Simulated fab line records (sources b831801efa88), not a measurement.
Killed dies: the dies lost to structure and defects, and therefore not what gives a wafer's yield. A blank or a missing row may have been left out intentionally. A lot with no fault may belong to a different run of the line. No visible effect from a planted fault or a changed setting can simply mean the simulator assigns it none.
fab line records | flow sky130
record lots=4 | wafers=12 | last_day=49
route steps=708 shown CAPM@539 METAL3@555 VIA3@573 PAD_OPEN@708
lots with no fault: from the same line, run without faults
start_h: start of the lot's first displayed wafer, in hours after the record's first day | wait_h: hours from the lot's prior step to this one | " same as the row above | L1.1+2: several wafers, shown together as one row | - no value, or no start was given | * or withheld: withheld | < > ~ a bound
route shown NAME@n: NAME is a module with steps in the file, n the number in the route of the first one | usual: mean and standard deviation over wafers with no fault | same: alike in all rows | chamber/n: place in a boat | sites: the reading at each site | _std_site: their standard deviation | _edge_site: mean of outer sites minus mean of inner sites | radius_mm: how far each site lies from the wafer's centre | mask NAME#n: copy n | behind: the tool/chamber that last shaped the wafer | hold: why the lot went on hold/how many hours it stayed there/how the hold came to an end | device: which transistor (n, p or np) failed to switch | end of line: the same wafers' tests at the end of the route | a step without rows: its recipe alone | killed: at the first sort, the dies lost to defects and structure; wafer yield is something else | map: shows each die of a wafer: x if killed, . if not, _ if none is there
set.NAME: the setting that was run; set.NAME@STEP: the one run at that earlier step | model.NAME: the simulator's own value behind a step, which no gauge read
lots seen at some steps along the route; tables by step, rows by wafer
services: a tool's chamber out of use, with start hour (start_h, from the record's first day; less than 0 if before it), hours out, and reason
## steps
# step SKY_CAPM_SPUTTER_02
# recipe material=TiN | target_thk_nm=200 | temp_c=300 | power_w=6500 | time_s=166.7 | chamber_pressure_pa=0.4
# step SKY_CAPM_DEHYDRATE_05
# recipe temp_c=200 | time_s=60
# step SKY_CAPM_HMDS_06
# recipe prime_time_s=60 | prime_temp_c=120
# step SKY_CAPM_COAT_07
# recipe resist=NOVOLAK | spin_rpm=3000 | resist_thk_nm=1140
# step SKY_CAPM_SOFTBAKE_08
# recipe temp_c=90 | time_s=60 | resist=NOVOLAK
# step SKY_CAPM_EXPOSE_09
# recipe mask_id=CAPM | na=0.6 | source_shape=conventional | sigma_outer=0.6 | polarization=unpolarized | target_cd_nm=1000 | dose_mj=159
# step SKY_CAPM_PEB_10
# recipe temp_c=withheld | time_s=* | resist=NOVOLAK
# step SKY_CAPM_DEVELOP_11
# recipe resist=NOVOLAK | developer=TMAH | develop_time_s=60 | dev_temp_c=23
# step SKY_CAPM_METAL_ETCH_13
# recipe target_depth_nm=220 | stop_on=SiO2 | chemistry=Cl2/BCl3 | target=TiN | pressure_mtorr=10 | icp_w=900 | bias_w=48.5 | Cl2_flow_sccm=60 | bcl3_flow_sccm=30 | time_s=62.9
# usual drypump_motor_current_A=5.65/0.27 | oes_product_au=0.943/0.0084 | throttle_valve_pct=21.900/0.0099
lot.wafer | tool         | chamber | start_h | wait_h | drypump_motor_current_A | oes_product_au | rf_hours_counter_h | throttle_valve_pct
L314.1    | rie_metal-03 | 0       | 905.23  | 0.0    | 5.65                    | 0.952          | 8                  | 21.884
L314.5    | "            | 1       | "       | "      | 5.98                    | 0.936          | -                  | 21.892
L314.6    | "            | 0       | "       | "      | 5.62                    | 0.946          | -                  | 21.879
L323.2    | rie_metal-01 | 1       | 980.97  | 0.0    | 5.11                    | 0.949          | 2                  | 21.902
L323.3    | "            | 1       | "       | "      | 5.10                    | 0.945          | -                  | 21.904
L323.4    | "            | 0       | "       | "      | 5.64                    | 0.939          | -                  | 21.895
L327.1    | rie_metal-01 | 1       | 998.78  | 0.0    | 5.11                    | 0.949          | 3                  | 21.903
L327.4    | "            | 0       | "       | "      | 5.60                    | 0.929          | -                  | 21.901
L327.6    | "            | 0       | "       | "      | 5.61                    | 0.921          | -                  | 21.915
L328.1    | rie_metal-01 | 0       | 1003.73 | 0.0    | 5.60                    | 0.936          | 14                 | 21.896
L328.4    | "            | 0       | "       | "      | 5.58                    | 0.943          | -                  | 21.916
L328.6    | "            | 1       | "       | "      | 5.08                    | 0.943          | -                  | 21.889
# step SKY_CAPM_STRIP_14
# recipe chemistry=O2/N2 | power_w=1400 | pressure_mtorr=1500 | platen_temp_c=withheld | o2_flow_sccm=3000 | n2_flow_sccm=300 | overash_fraction=0.5
# step SKY_CAPM_STRIP_15
# recipe chemistry=post_etch_residue_remover | time_s=1200 | temp_c=72.5
# step SKY_CAPM_CLEAN_16
# recipe chemistry=IPA | time_s=180 | temp_c=25
# step SKY_CAPM_CLEAN_17
# recipe chemistry=O3/DIW | dry=n2_spin
# step SKY_METAL3_DEHYDRATE_05
# recipe temp_c=200 | time_s=60
# step SKY_METAL3_HMDS_06
# recipe prime_time_s=60 | prime_temp_c=120
# step SKY_METAL3_COAT_07
# recipe resist=BARC | temp_c=withheld | time_s=withheld | spin_rpm=3000 | resist_thk_nm=60
# step SKY_METAL3_COAT_08
# recipe resist=KrF-thick | spin_rpm=3000 | resist_thk_nm=1140
# step SKY_METAL3_SOFTBAKE_09
# recipe temp_c=100 | time_s=90 | resist=KrF-thick
# step SKY_METAL3_EXPOSE_10
# recipe mask_id=MM3 | na=0.68 | source_shape=annular | sigma_inner=0.4 | sigma_outer=0.8 | target_cd_nm=300 | dose_mj=28
# step SKY_METAL3_PEB_11
# recipe peb_temp_c=withheld | peb_time_s=withheld | resist=KrF-thick
# step SKY_METAL3_DEVELOP_12
# recipe develop_time_s=60 | resist=KrF-thick | dev_temp_c=21
# step SKY_METAL3_DESCUM_15
# recipe chemistry=O2 | source_power_w=150 | bias_power_w=0 | pressure_mtorr=10 | temp_c=40 | time_s=8
# step SKY_METAL3_ETCH_16
# recipe chemistry=N2/H2 | target=BARC | ion_energy_ev=200 | bias_w=100 | pressure_mtorr=30 | n2_flow_sccm=100 | h2_flow_sccm=200 | icp_w=500 | stop_on=SiO2 | time_s=88.2 | target_depth_a=600
# step SKY_METAL3_ETCH_17
# recipe target=SiO2 | stop_on=TiN | chemistry=C4F8/O2/Ar | source_w=1500 | bias_w=1200 | pressure_mtorr=40 | c4f8_flow_sccm=withheld | O2_flow_sccm=6 | Ar_flow_sccm=300 | time_s=3.9 | target_depth_a=150
# step SKY_METAL3_METAL_ETCH_18
# recipe target_depth_a=8450 | stop_on=SiO2 | over_etch_frac=0.3 | time_s=183.1 | chemistry=Cl2/BCl3 | resist_sidewall_deg=88 | pressure_mtorr=10 | icp_w=900 | bias_w=48.5 | Cl2_flow_sccm=60 | bcl3_flow_sccm=30
# step SKY_METAL3_STRIP_19
# recipe chemistry=O2/N2 | power_w=1400 | pressure_mtorr=1500 | platen_temp_c=withheld | o2_flow_sccm=3000 | n2_flow_sccm=300 | overash_fraction=0.5
# step SKY_METAL3_STRIP_20
# recipe chemistry=post_etch_residue_remover | time_s=1200 | temp_c=72.5
# step SKY_METAL3_CLEAN_21
# recipe chemistry=IPA | time_s=180 | temp_c=25
# step SKY_METAL3_CLEAN_22
# recipe chemistry=O3/DIW | dry=n2_spin
# step SKY_VIA3_HDPCVD_00
# recipe material=SiO2 | target_thk_nm=1635 | sigma_open_frac=0.3 | time_s=272.5 | temp_c=400 | sih4_flow_sccm=60 | pressure_mtorr=6
# step SKY_VIA3_CMP_02
# recipe material=SiO2 | down_force_psi=4 | platen_rpm=60 | pad_velocity_m_s=0.94248
# step SKY_VIA3_DEHYDRATE_04
# recipe temp_c=200 | time_s=60
# step SKY_VIA3_HMDS_05
# recipe prime_time_s=60 | prime_temp_c=120
# step SKY_VIA3_COAT_06
# recipe resist=BARC | temp_c=withheld | time_s=withheld | spin_rpm=3000 | resist_thk_nm=60
# step SKY_PAD_OPEN_PROBE_99
# usual defect_limited_yield=82.3/2.2 | killed_at_M0_to_M3=43/7.3 | killed_at_M4_up=3.2/1.9 | killed_at_contacts=25/5.4 | killed_at_front_end=16/4.4 | killed_at_other=0.4/0.66 | killed_dies=87/11 | killed_open=48/7.9 | killed_short=39/6.5 | sort_bin_3_pad_short=0.8/0.43 | sort_bin_5_function=10.5/1.6 | sort_bin_6_memory=6.4/1.2 | sort_n_pass=405/11 | sort_yield_pct=82.3/2.2
# same gross_dies=492 | killed_at_back_side=0 | sort_bin_4_leakage[%]=0 | sort_bin_8_speed[%]=0
lot.wafer | tool      | chamber | start_h | wait_h | defect_limited_yield[%] | killed_at_M0_to_M3 | killed_at_M4_up | killed_at_contacts | killed_at_front_end | killed_at_other | killed_dies | killed_open | killed_short | sort_bin_3_pad_short[%] | sort_bin_5_function[%] | sort_bin_6_memory[%] | sort_n_pass | sort_yield_pct[%] | model.etest.tester.sort_n_pass | model.etest.tester.sort_yield_pct | model.etest.tester.sort_bin_5_pct | model.etest.tester.sort_bin_3_pct
L314.1    | prober-02 | -       | 1102.78 | 0.1    | 82.7                    | 41                 | 4               | 26                 | 13                  | 1               | 85          | 49          | 36           | 0.6                     | 9.8                    | 6.9                  | 407         | 82.7              | 407                            | 82.72                             | 9.756                             | 0.6098
L314.5    | prober-02 | -       | 1102.98 | 0.2    | 81.5                    | 47                 | 3               | 21                 | 20                  | 0               | 91          | 52          | 39           | 0.6                     | 10.2                   | 7.7                  | 401         | 81.5              | 401                            | 81.5                              | 10.16                             | 0.6098
L314.6    | prober-02 | -       | 1103.03 | 0.2    | 82.9                    | 46                 | 3               | 16                 | 18                  | 1               | 84          | 47          | 37           | 0.4                     | 9.8                    | 6.9                  | 408         | 82.9              | 408                            | 82.93                             | 9.756                             | 0.4065
L323.2    | prober-01 | -       | 1165.07 | 0.1    | 83.7                    | 42                 | 4               | 19                 | 15                  | 0               | 80          | 44          | 35           | 1.2                     | 9.6                    | 5.5                  | 412         | 83.7              | 412                            | 83.74                             | 9.553                             | 1.22
L323.3    | prober-01 | -       | 1165.12 | 0.2    | 83.3                    | 39                 | 3               | 29                 | 11                  | 0               | 82          | 40          | 41           | 1.6                     | 10.2                   | 4.9                  | 410         | 83.3              | 410                            | 83.33                             | 10.16                             | 1.626
L323.4    | prober-01 | -       | 1165.17 | 0.2    | 79.1                    | 45                 | 3               | 32                 | 23                  | 0               | 103         | 69          | 33           | 1.0                     | 12.0                   | 7.9                  | 389         | 79.1              | 389                            | 79.06                             | 11.99                             | 1.016
L327.1    | prober-01 | -       | 1178.44 | 0.1    | 73.6                    | 40                 | 2               | 16                 | 17                  | 55              | 130         | 44          | 32           | 3.5                     | 17.3                   | 5.7                  | 362         | 73.6              | 362                            | 73.58                             | 17.28                             | 3.455
L327.4    | prober-01 | -       | 1178.59 | 0.2    | 81.1                    | 49                 | 0               | 27                 | 17                  | 0               | 93          | 50          | 43           | 0.6                     | 11.6                   | 6.7                  | 399         | 81.1              | 399                            | 81.1                              | 11.59                             | 0.6098
L327.6    | prober-01 | -       | 1178.69 | 0.2    | 80.5                    | 45                 | 3               | 27                 | 21                  | 0               | 96          | 47          | 49           | 1.6                     | 10.0                   | 7.9                  | 396         | 80.5              | 396                            | 80.49                             | 9.959                             | 1.626
L328.1    | prober-02 | -       | 1179.93 | 0.1    | 81.5                    | 44                 | 0               | 32                 | 14                  | 1               | 91          | 54          | 37           | 0.8                     | 11.2                   | 6.5                  | 401         | 81.5              | 401                            | 81.5                              | 11.18                             | 0.813
L328.4    | prober-02 | -       | 1180.08 | 0.2    | 79.3                    | 54                 | 3               | 28                 | 17                  | 0               | 102         | 58          | 44           | 0.8                     | 10.8                   | 9.1                  | 390         | 79.3              | 390                            | 79.27                             | 10.77                             | 0.813
L328.6    | prober-02 | -       | 1180.18 | 0.2    | 73.2                    | 50                 | 2               | 17                 | 9                   | 54              | 132         | 44          | 36           | 3.0                     | 16.3                   | 7.5                  | 360         | 73.2              | 360                            | 73.17                             | 16.26                             | 3.049
# killed by level:class
L314.1 LI_CONTACT:geometric_particle:open=11 VIA1:geometric_particle:open=8 METAL2:geometric_particle:short=6 VIA2:geometric_particle:open=6 VIA3:geometric_particle:open=6 LOCAL_INTERCONNECT:geometric_particle:short=5 CONTACT:geometric_particle:open=5 FIELD_ISO:geometric_particle:short=4
L314.5 POLY_GATE:geometric_particle:open=10 CONTACT:geometric_particle:open=8 LOCAL_INTERCONNECT:geometric_particle:short=7 VIA1:geometric_particle:open=7 METAL2:geometric_particle:short=7 VIA2:geometric_particle:open=7 VIA3:geometric_particle:open=7 LI_CONTACT:geometric_particle:open=4
L314.6 VIA2:geometric_particle:open=11 VIA3:geometric_particle:open=9 FIELD_ISO:geometric_particle:open=6 FIELD_ISO:geometric_particle:short=5 METAL2:geometric_particle:short=5 CONTACT:geometric_particle:open=5 VIA1:geometric_particle:open=5 CONTACT:geometric_particle:short=4
L323.2 VIA1:geometric_particle:open=8 LI_CONTACT:geometric_particle:open=6 CONTACT:geometric_particle:open=6 VIA3:geometric_particle:open=5 VIA1:geometric_particle:short=5 METAL2:geometric_particle:short=5 METAL2:geometric_particle:open=5 FIELD_ISO:geometric_particle:short=4
L323.3 LI_CONTACT:geometric_particle:open=12 METAL2:geometric_particle:short=8 VIA1:geometric_particle:short=7 VIA1:geometric_particle:open=7 CONTACT:geometric_particle:short=6 CONTACT:geometric_particle:open=6 FIELD_ISO:geometric_particle:open=5 VIA2:geometric_particle:open=5
L323.4 CONTACT:geometric_particle:open=15 LI_CONTACT:geometric_particle:open=9 VIA1:geometric_particle:open=9 METAL1:geometric_particle:short=8 VIA3:geometric_particle:open=7 POLY_GATE:geometric_particle:open=7 FIELD_ISO:geometric_particle:short=6 FIELD_ISO:geometric_particle:open=5
L327.1 CAPM:unspecified=54 VIA1:geometric_particle:open=14 CONTACT:geometric_particle:open=9 METAL1:geometric_particle:short=7 FIELD_ISO:geometric_particle:short=5 METAL2:geometric_particle:short=5 LI_CONTACT:geometric_particle:open=5 VIA1:geometric_particle:short=5
L327.4 CONTACT:geometric_particle:open=14 VIA1:geometric_particle:open=10 VIA2:geometric_particle:open=10 LOCAL_INTERCONNECT:geometric_particle:short=6 VIA3:geometric_particle:short=5 VIA2:geometric_particle:short=5 METAL3:geometric_particle:short=5 VIA3:geometric_particle:open=5
L327.6 VIA1:geometric_particle:open=11 LI_CONTACT:geometric_particle:open=10 CONTACT:geometric_particle:open=7 METAL1:geometric_particle:short=7 VIA1:geometric_particle:short=6 FIELD_ISO:geometric_particle:open=5 POLY_GATE:geometric_particle:short=4 LOCAL_INTERCONNECT:geometric_particle:short=4
L328.1 CONTACT:geometric_particle:open=10 VIA3:geometric_particle:open=9 CONTACT:geometric_particle:short=8 LI_CONTACT:geometric_particle:open=7 VIA2:geometric_particle:open=7 VIA1:geometric_particle:open=6 METAL1:geometric_particle:short=5 LOCAL_INTERCONNECT:geometric_particle:short=5
L328.4 CONTACT:geometric_particle:open=14 VIA1:geometric_particle:open=10 POLY_GATE:geometric_particle:open=9 VIA3:geometric_particle:short=8 METAL2:geometric_particle:short=6 VIA1:geometric_particle:short=6 LI_CONTACT:geometric_particle:open=5 METAL1:geometric_particle:short=5
L328.6 CAPM:unspecified=52 VIA2:geometric_particle:open=13 VIA1:geometric_particle:open=9 METAL1:geometric_particle:short=8 CONTACT:geometric_particle:open=7 VIA3:geometric_particle:short=5 LI_CONTACT:geometric_particle:open=4 CONTACT:geometric_particle:short=4
# map L327.1 (x killed, . not)
__________.xx.....x._________
________...x....xx...._______
______x.....xx.....xx..._____
_____.......x.........x..____
____.....x....xx........x.___
___.....x.x.....x...x..x...__
__....xx....x..............._
_..x.....x....xx...........x.
_..x......x..................
_............xx.x......x..x..
_x.............x...x..xx.x...
_...x.x.xx.......x.xx........
_.xxxxxxxx..x..x..........x..
_xxxxxxxxx......x..........x.
_.xxxxxxxxx......x..x.x....x.
__xxxxxxxxxx................_
___xxxxxxxxx.x..........xxx__
____xxxxx..........x.....x___
_____xxxxx........x..x...____
______xx........x...x.x._____
________.x............_______
__________......xx.._________
# map L328.6 (x killed, . not)
__________......x..._________
________.xx....xx....._______
______...xxx.x...x......_____
_____...xxx..............____
____.........x.xx......x..___
___xx........x..x.x........__
__.x...........x............_
_....xx.....x.x..............
_...........x........x...x...
_.......xx......x............
_x...x.x...x..........x..x...
_....xx.x....x.....x.........
_..xxxxxxxxx..xxx.x.......x.x
_.xxxxxxxx..x.x....x...xx....
_.xxxxxxxx...x.x...........x.
__xxxxxxxxxx.x........x....._
___xxxxxxxx.x...........x..__
____xxxxxx.x.x....x.......___
_____xxx.x..x............____
______.x..x.........xx.._____
________xxx..xx..x...x_______
__________......x..._________
## services
tool         | chamber | start_h | hours | kind
rie_metal-01 | 1       | 935.49  | -     | clean
rie_metal-01 | 1       | 935.49  | 11.9  | scheduled_down
rie_metal-01 | 1       | 935.49  | 11.9  | vent_cycle
rie_metal-03 | -       | 977.13  | 14.6  | pm
rie_metal-01 | -       | 996.34  | 1.4   | pm
## key
first_sign step=SKY_PAD_OPEN_PROBE_99 | reading=killed_at_other | direction=up | sigmas=54 | usual=0.4 | struck=54.5
effect step=SKY_PAD_OPEN_PROBE_99 | reading=sort_bin_3_pad_short | direction=up | sigmas=5.6 | usual=0.8 | struck=3.3
model_effect step=SKY_PAD_OPEN_PROBE_99 | value=etest.tester.sort_n_pass | without=407.5 | struck=361
met_at SKY_CAPM_METAL_ETCH_13
struck_wafers L327.1,L328.6
onset_between 980.97 998.78
fault kind=chamber_particle_source | tool=rie_metal-01 | chamber=1 | onset_h=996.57 | steps=SKY_CAPM_METAL_ETCH_13 | rate_per_visit_cm2=1.2485 | end_h=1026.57
